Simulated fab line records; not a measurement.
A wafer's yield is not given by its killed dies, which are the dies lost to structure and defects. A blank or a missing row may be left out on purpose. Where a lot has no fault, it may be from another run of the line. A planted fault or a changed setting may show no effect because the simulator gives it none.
A struck lot beside a sound one :: flow sky130 :: 43 steps out of a route of 708
Sound: the wafers L732.1, L732.2, L732.3. Struck: wafers L722.5, L722.6. (L722.2 of the same lot was not struck and is left out.) The cause comes at the end.
For every step that has rows: the tool of each side, followed by ch and its chambers, followed by its first start. Under that, the readings that differ: sound wafers :: struck wafers :: difference of the means :: sigmas: that difference in standard deviations of wafers without a fault.
alike: readings with means less than 2 such deviations apart, plus words and numbers identical on both sides. not compared: withheld readings, readings lacking a value on some wafer, bounds such as >300 that could conceal the same value, and numbers that have no deviation in the record and whose values overlap.
The two part at a step that has a row with sigmas, a row that says differs or no value, or rows on one side only. Numbers that don't overlap but have no deviation are shown without sigmas and don't part them. A reading missing from all wafers of one side parts the sides only when that side holds two or more wafers.

SKY_VT_ADJUST_LVTN_OVL_MEAS_07:
  sound: overlay-02 at day 10 17:12; struck: overlay-02 at day 8 04:14
  alike: VT_ADJUST_LVTN_OVL
after that, 1 step had no rows for these wafers: SKY_VT_ADJUST_LVTN_IMPLANT_08.
SKY_VT_ADJUST_LVTN_STRIP_09: strips in O2/N2.
  sound on plasmaAsher-01 ch 0,1, day 10 17:23; struck on plasmaAsher-04 ch 0,1, day 8 04:25
  alike: drypumpMotorCurrentA, oesProductAu, stripTimeToEndpointS
  not compared: rfHoursCounterH
SKY_VT_ADJUST_LVTN_TW_MEAS_10:
  sound: filmMetro-03 at day 10 17:29; struck: filmMetro-01 at day 8 04:31
  alike: VT_ADJUST_LVTN_TW
then, 7 steps without rows for these wafers: SKY_VT_ADJUST_LVTN_DEHYDRATE_11 (time 60 s); SKY_VT_ADJUST_LVTN_HMDS_12 (prime time 60 s); SKY_VT_ADJUST_LVTN_COAT_13 (resist thk 1140 nm); SKY_VT_ADJUST_LVTN_SOFTBAKE_14 (time 60 s); SKY_VT_ADJUST_LVTN_EXPOSE_15 (exposes mask HVN STD DERIVED, target cd 600 nm); SKY_VT_ADJUST_LVTN_PEB_16; SKY_VT_ADJUST_LVTN_DEVELOP_17 (develop time 60 s).
SKY_VT_ADJUST_LVTN_OVL_MEAS_18:
  sound: overlay-02 at day 11 17:13; struck: overlay-02 at day 9 01:28
  alike: VT_ADJUST_LVTN_01_OVL
SKY_VT_ADJUST_LVTN_IMPLANT_19:
  sound on implanter-03 ch 0, day 11 17:15; struck on implanter-04 ch 0, day 9 01:31
  alike: doseIonsCm2, faradayCurrentUA
SKY_VT_ADJUST_LVTN_STRIP_20: strips in O2/N2.
  sound on plasmaAsher-02 ch 0,1, day 11 17:24; struck on plasmaAsher-04 ch 0,1, day 9 01:38
  alike: drypumpMotorCurrentA, oesProductAu, stripTimeToEndpointS
  not compared: rfHoursCounterH
SKY_VT_ADJUST_LVTN_TW_MEAS_21:
  sound: filmMetro-01 at day 11 17:30; struck: filmMetro-01 at day 9 01:45
reading: VT_ADJUST_LVTN_2_TW
sound: 186.0 186.1 186.2
struck: 182.4 182.7
difference: -3.5
sigmas: -4
then, 7 steps without rows for these wafers: SKY_VT_ADJUST_NCORE_DEHYDRATE_00 (time 60 s); SKY_VT_ADJUST_NCORE_HMDS_01 (prime time 60 s); SKY_VT_ADJUST_NCORE_COAT_02 (resist thk 1140 nm); SKY_VT_ADJUST_NCORE_SOFTBAKE_03 (time 60 s); SKY_VT_ADJUST_NCORE_EXPOSE_04 (exposes mask LVTN COMPLEMENT THIN, target cd 380 nm); SKY_VT_ADJUST_NCORE_PEB_05; SKY_VT_ADJUST_NCORE_DEVELOP_06 (develop time 60 s).
SKY_VT_ADJUST_NCORE_CD_MEAS_07: the cd target is 380 nm.
  sound: cdSem-01 at day 12 17:33; struck: cdSem-01 at day 9 22:53
reading: cdNm (nm)
sound: 381.8 381.8 382.6
struck: 376.1 377.1
difference: -5.5
sigmas: -2
SKY_VT_ADJUST_NCORE_OVL_MEAS_08:
  sound: overlay-02 at day 12 17:40; struck: overlay-01 at day 9 23:00
  alike: VT_ADJUST_NCORE_OVL
after that, 1 step had no rows for these wafers: SKY_VT_ADJUST_NCORE_IMPLANT_09.
SKY_VT_ADJUST_NCORE_STRIP_10: strips in O2/N2.
  sound on plasmaAsher-03 ch 0,1, day 12 17:52; struck on plasmaAsher-03 ch 0,1, day 9 23:11
reading: stripTimeToEndpointS (s)
sound: 14.15 14.13 14.15
struck: 14.23 14.25
difference: +0.10
sigmas: +2
  alike: drypumpMotorCurrentA, oesProductAu
  not compared: rfHoursCounterH
SKY_VT_ADJUST_NCORE_TW_MEAS_11:
  sound: filmMetro-02 at day 12 17:58; struck: filmMetro-03 at day 9 23:17
reading: VT_ADJUST_NCORE_TW
sound: 222.1 221.5 222.3
struck: 215.8 217.0
difference: -5.6
sigmas: -3
then, 7 steps without rows for these wafers: SKY_VT_ADJUST_HVTR_DEHYDRATE_00 (time 60 s); SKY_VT_ADJUST_HVTR_HMDS_01 (prime time 60 s); SKY_VT_ADJUST_HVTR_COAT_02 (resist thk 1140 nm); SKY_VT_ADJUST_HVTR_SOFTBAKE_03 (time 60 s); SKY_VT_ADJUST_HVTR_EXPOSE_04 (exposes mask HVTRM, target cd 380 nm); SKY_VT_ADJUST_HVTR_PEB_05; SKY_VT_ADJUST_HVTR_DEVELOP_06 (develop time 60 s).
SKY_VT_ADJUST_HVTR_CD_MEAS_07: the cd target is 380 nm.
  sound: cdSem-01 at day 13 18:49; struck: cdSem-01 at day 10 21:23
reading: cdNm (nm)
sound: 384.3 384.0 383.8
struck: 375.9 377.4
difference: -7.4
sigmas: -3
SKY_VT_ADJUST_HVTR_OVL_MEAS_08:
  sound: overlay-02 at day 13 18:56; struck: overlay-02 at day 10 21:30
  alike: VT_ADJUST_HVTR_OVL
after that, 1 step had no rows for these wafers: SKY_VT_ADJUST_HVTR_IMPLANT_09.
SKY_VT_ADJUST_HVTR_STRIP_10: strips in O2/N2.
  sound on plasmaAsher-03 ch 0,1, day 13 19:08; struck on plasmaAsher-03 ch 0,1, day 10 21:41
  alike: drypumpMotorCurrentA, oesProductAu, stripTimeToEndpointS
  not compared: rfHoursCounterH
SKY_VT_ADJUST_HVTR_TW_MEAS_11:
  sound: filmMetro-01 at day 13 19:14; struck: filmMetro-02 at day 10 21:47
  alike: VT_ADJUST_HVTR_TW
then, 3 steps without rows for these wafers: SKY_VT_ADJUST_PCH_DEHYDRATE_00 (time 60 s); SKY_VT_ADJUST_PCH_HMDS_01 (prime time 60 s); SKY_VT_ADJUST_PCH_COAT_02 (resist thk 3000 nm).
-- here the record skips 36 days between the struck wafers' starts before and after, leaving off in module VT_ADJUST_PCH and picking up in module PAD_OPEN (first step shown: number 708 of the route) --
SKY_PAD_OPEN_PROBE_99:
  sound: prober-02 at day 49 06:06; struck: prober-02 at day 46 23:22
reading: killedAtFrontEnd
sound: 10 23 29
struck: 14 5
difference: -11
sigmas: -2
  alike: killed_at_M0_to_M3, killed_at_M4_up, killedAtContacts, killedAtOther, killedDies, killedOpen, killedShort
  not compared: model.etest.nfetG5v0d10v5.vtVRange

## WHERE THEY PART
First at SKY_VT_ADJUST_LVTN_TW_MEAS_21; last, within this record, at SKY_PAD_OPEN_PROBE_99.

WHY: the cause the simulator had injected
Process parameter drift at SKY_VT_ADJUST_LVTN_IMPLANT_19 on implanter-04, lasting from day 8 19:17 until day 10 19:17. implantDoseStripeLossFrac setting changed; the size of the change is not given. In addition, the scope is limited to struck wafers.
